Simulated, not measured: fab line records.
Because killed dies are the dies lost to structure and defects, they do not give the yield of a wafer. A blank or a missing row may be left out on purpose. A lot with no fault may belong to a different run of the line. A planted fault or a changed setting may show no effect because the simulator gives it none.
Matching of chambers    flow sky130    4 sister chambers for SKY_CONTACT_ETCH_16 on rie diel-02
The step etches BARC in N2/H2, stops on SiO2, time 45.9 s, target depth 60 nm. 20 wafers are shown with their chamber, then 10 later ones without.

## WAFERS WITH THEIR CHAMBER
wafer   chamber  drypump motor current A (A)  throttle valve pct (%)  oes product au (a.u.)
L074.4  0        5.3                          13.232                  0.856
L074.5  1        5.7                          13.214                  0.851
L074.6  2        5.8                          13.232                  0.862
L075.1  3        6.6                          13.222                  0.855
L075.2  0        5.3                          13.214                  0.850
L075.6  0        5.3                          13.239                  0.852
L078.2  2        5.8                          13.231                  0.857
L078.5  1        5.8                          13.216                  0.855
L078.6  0        5.4                          13.219                  0.857
L079.2  2        5.8                          13.229                  0.856
L079.4  1        5.8                          13.231                  0.847
L079.6  2        5.8                          13.226                  0.847
L080.2  3        6.6                          13.233                  0.863
L080.4  0        5.3                          13.209                  0.849
L080.5  0        5.3                          13.236                  0.858
L081.3  3        6.7                          13.228                  0.853
L081.5  2        5.8                          13.231                  0.853
L081.6  1        5.7                          13.222                  0.849
L087.1  2        5.8                          13.239                  0.857
L087.4  3        6.6                          13.225                  0.847

SIGNATURES (averages over the wafers above)
reading                  chamber 0  chamber 1  chamber 2  chamber 3  scatter within a chamber
drypump motor current A  5.317      5.750      5.800      6.625      0.0402
throttle valve pct       13.22483   13.22075   13.23133   13.22700   0.00834
oes product au           0.85367    0.85050    0.85533    0.85450    0.00477
Rule: for each reading, subtract the chamber's mean from the wafer's reading, divide by that reading's scatter and square the result; add these up over the readings and take the root, which gives the wafer's distance from the chamber. If the next closest chamber is less than 2 further off than the closest, the wafer can't be placed; otherwise it belongs to the closest. The scatter: take each reading less its chamber's mean, square it, sum over the shown wafers, divide by the number of wafers less the number of chambers, and take the root.

## WAFERS WHOSE CHAMBER IS MISSING
wafer   drypump motor current A (A)  throttle valve pct (%)  oes product au (a.u.)
L087.6  5.3                          13.219                  0.856
L090.3  5.4                          13.222                  0.849
L090.4  5.7                          13.230                  0.858
L090.5  5.7                          13.219                  0.856
L092.3  5.8                          13.245                  0.854
L092.5  5.3                          13.234                  0.851
L092.6  5.7                          13.242                  0.856
L097.1  5.7                          13.229                  0.853
L097.4  5.3                          13.236                  0.857
L097.5  5.3                          13.234                  0.864

## CHAMBER TAKEN BY EACH
wafer   from the rows above      in truth
L087.6  0                        0
L090.3  0                        0
L090.4  can't be placed: 1 or 2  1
L090.5  can't be placed: 1 or 2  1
L092.3  can't be placed: 2 or 1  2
L092.5  0                        0
L092.6  can't be placed: 2 or 1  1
L097.1  can't be placed: 1 or 2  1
L097.4  0                        0
L097.5  0                        0
Placed correctly: 5 of 10. Not placeable from these rows: 5 (in 5, the candidates include the true chamber). Number placed wrongly: 0.
